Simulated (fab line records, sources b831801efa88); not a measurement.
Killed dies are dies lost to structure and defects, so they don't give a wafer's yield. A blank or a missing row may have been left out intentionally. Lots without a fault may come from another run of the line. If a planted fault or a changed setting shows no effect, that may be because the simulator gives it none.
Code-filled problem report in 8D (eight disciplines) form | flow sky130 | the parts of the form that need people (team, actions taken, sign-off) are left out

1. THE ISSUE
VIA1_HDPCVD_THK at SKY_VIA1_THK_MEAS_01 reads a mean of 1329 nm on 3 wafers of 2 lots; wafers without a fault read 1023 nm with a standard deviation of 9.6. Measured from the usual mean, that is +32 standard deviations.
The first sign was on wafer L756.5 at day 36 09:35, on film_metro-02. At this step, 33 wafers from 11 lots have a number in the record. Rule for "out", or "out of limits": more than 4 standard deviations from the usual mean. All remaining wafers that have a number are taken as sound.

2. WHAT IT IS, AND WHAT IT ISN'T
question                    | is                           | is not
which readings at this step | VIA1_HDPCVD_THK              | -
which lots                  | L756, L758                   | L747, L748, L749, L752, L753, L764, L767, L769, L770
which wafers of those lots  | L756.5, L758.5, L758.6       | L756.3, L756.4, L758.3
read on which gauges        | film_metro-02, film_metro-04 | film_metro-01
when                        | from day 36 09:35            | up to then (17 sound wafers); but 13 sound wafers of L758, L764, L767, L769, L770 came after

3. SUSPECTS, AND WHAT RULES EACH OUT
Counting: a tool at a process step up to the reading stays a suspect if it ran every lot that is out. Sound lots after the first of them don't rule it out here, since some wafers of a struck lot are sound.
- the gauge at SKY_VIA1_THK_MEAS_01 has been ruled out. The wafers that are out were read on 2 gauges (film_metro-02, film_metro-04).
- plasma_asher-03 at SKY_METAL1_STRIP_20 (strips in O2/N2): kept. Every lot that is out went through it, the first being L756 (day 36 08:52); the last sound lot it ran before that was L752 (day 34 23:02).
- hdpcvd-02 at SKY_VIA1_HDPCVD_00 (deposits SiO2, target thk 1030 nm, time 171.7 s): kept. Every lot that is out went through it, the first being L756 (day 36 09:25); the last sound lot it ran before that was L753 (day 35 20:17).
Left after counting: plasma_asher-03 at SKY_METAL1_STRIP_20, hdpcvd-02 at SKY_VIA1_HDPCVD_00.

4. THE CAUSE (what the simulator had put in)
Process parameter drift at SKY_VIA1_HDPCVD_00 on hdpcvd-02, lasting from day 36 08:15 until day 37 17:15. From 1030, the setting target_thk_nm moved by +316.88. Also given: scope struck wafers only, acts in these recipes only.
Of the 2 suspects that counting leaves, this tool is one.

5. SEQUENCE OF EFFECTS, ordered by route
Each row: a reading whose mean over the struck wafers that have a number lies more than 3 standard deviations from the usual. Only readings whose record carries a usual standard deviation are examined. hours: median over the lots of the time between each lot's start at the first step of this table that gives one and its start at this step. sigmas: the change, counted in usual standard deviations.
hours | step                 | reading         | usual   | on struck wafers | change | sigmas
0     | SKY_VIA1_THK_MEAS_01 | VIA1_HDPCVD_THK | 1023 nm | 1329             | +306   | +32

6. HOW IT WOULD HAVE BEEN CAUGHT EARLIER
In this record the first reading out of limits at a measuring or inspecting step was taken at day 36 09:35, 1 hour after the fault began at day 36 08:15.
Among the 2 lots that are out, L758 began SKY_VIA1_HDPCVD_00 on hdpcvd-02 after day 36 09:35. A tool hold placed at that time would have kept it from harm.
